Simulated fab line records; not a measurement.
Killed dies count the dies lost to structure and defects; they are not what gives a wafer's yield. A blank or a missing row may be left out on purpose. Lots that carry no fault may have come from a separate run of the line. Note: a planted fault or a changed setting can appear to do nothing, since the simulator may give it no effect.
Code-filled problem report in 8D (eight disciplines) form -- flow gf180mcu -- the parts of the form that need people (team, actions taken, sign-off) are left out

1. WHAT WENT WRONG
wafer_temp_C_max at GF_SALICIDE_RTA_06 reads a mean of 421.8 on 6 wafers of 2 lots; wafers without a fault read 532.4 with a standard deviation of 0.54. That is -99 or more standard deviations from the usual mean.
The step: time 30 s.
First seen on wafer L245.2, day 18 15:19, on rtp-anneal-01. At this step, 18 wafers from 6 lots have a number in the record. Rule for "out" (also "out of limits"): further than 4 standard deviations from the usual mean. Any other wafer with a number is counted as sound.

2. WHAT IT IS AND WHAT IT IS NOT
question,is,is not
which readings at this step,"wafer_temp_C_max, lamp-power-pct",-
which lots,"L245, L248","L237, L242, L256, L258"
which wafers of those lots,all that have a number,-
read on which tools,rtp-anneal-01,rtp-anneal-02
when,from day 18 15:19,"up to then (6 sound wafers); but 6 sound wafers of L256, L258 came after"

3. SUSPECTS, AND WHAT RULES EACH OUT
Counting: a tool stays on the suspect list if, at a process step up to the reading, it processed all lots that are out and no sound lot following the first of them.
- rie-diel-03 at GF_SAB_ETCH_11 (etches SiO2 in C4F8/O2/Ar, target depth 55 nm, time 8.5 s): ruled out as a lasting fault. Following L245 (day 18 14:44), the first lot on it that is out, the sound lots L256 were run on it.
- plasma-asher-03 at GF_SAB_STRIP_13 (strips in O2/N2): kept. It ran every lot that is out, first L245 (day 18 14:53), and no sound lot after that.
- pvd-sputter-01 at GF_SALICIDE_SPUTTER_02 (material Co, target thk 10 nm, time 20 s): ruled out as a lasting fault. Following L245 (day 18 15:04), the first lot on it that is out, the sound lots L256 were run on it.
- pvd-sputter-01 at GF_SALICIDE_SPUTTER_03 (material TiN, target thk 20 nm, time 16.7 s): ruled out as a lasting fault. Following L245 (day 18 15:06), the first lot on it that is out, the sound lots L256 were run on it.
- rtp-anneal-01 at GF_SALICIDE_RTA_06 (time 30 s): ruled out as a lasting fault. Following L245 (day 18 15:19), the first lot on it that is out, the sound lots L256 were run on it.
After counting, what remains is plasma-asher-03 at GF_SAB_STRIP_13.

4. THE CAUSE (what the simulator had put in)
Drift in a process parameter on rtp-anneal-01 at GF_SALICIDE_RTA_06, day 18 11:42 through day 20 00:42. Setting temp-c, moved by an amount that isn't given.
Counting ruled it out, wrongly.

5. THE EFFECT CHAIN, in route order
Each row: a reading where the mean over the struck wafers with a number is more than 3 standard deviations away from the usual. Only readings for which the record gives a usual standard deviation are gone through. hours: the time from each lot's start at the first step in this table that gives one to its start at this step, as a median over the lots. sigmas: the change in usual standard deviations.
hours,step,reading,usual,on struck wafers,change,sigmas
0,GF_SALICIDE_RTA_06,lamp-power-pct,5.35 %,3.20,-2.15,-11
0,GF_SALICIDE_RTA_06,wafer_temp_C_max,532.4,421.8,-110.6,-99 or more
The process steps in it:
- GF_SALICIDE_RTA_06: time 30 s.

6. HOW IT WOULD HAVE BEEN CAUGHT EARLIER
In this record no reading fell out of limits until day 18 15:19, 4 hours after the fault had begun at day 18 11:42.
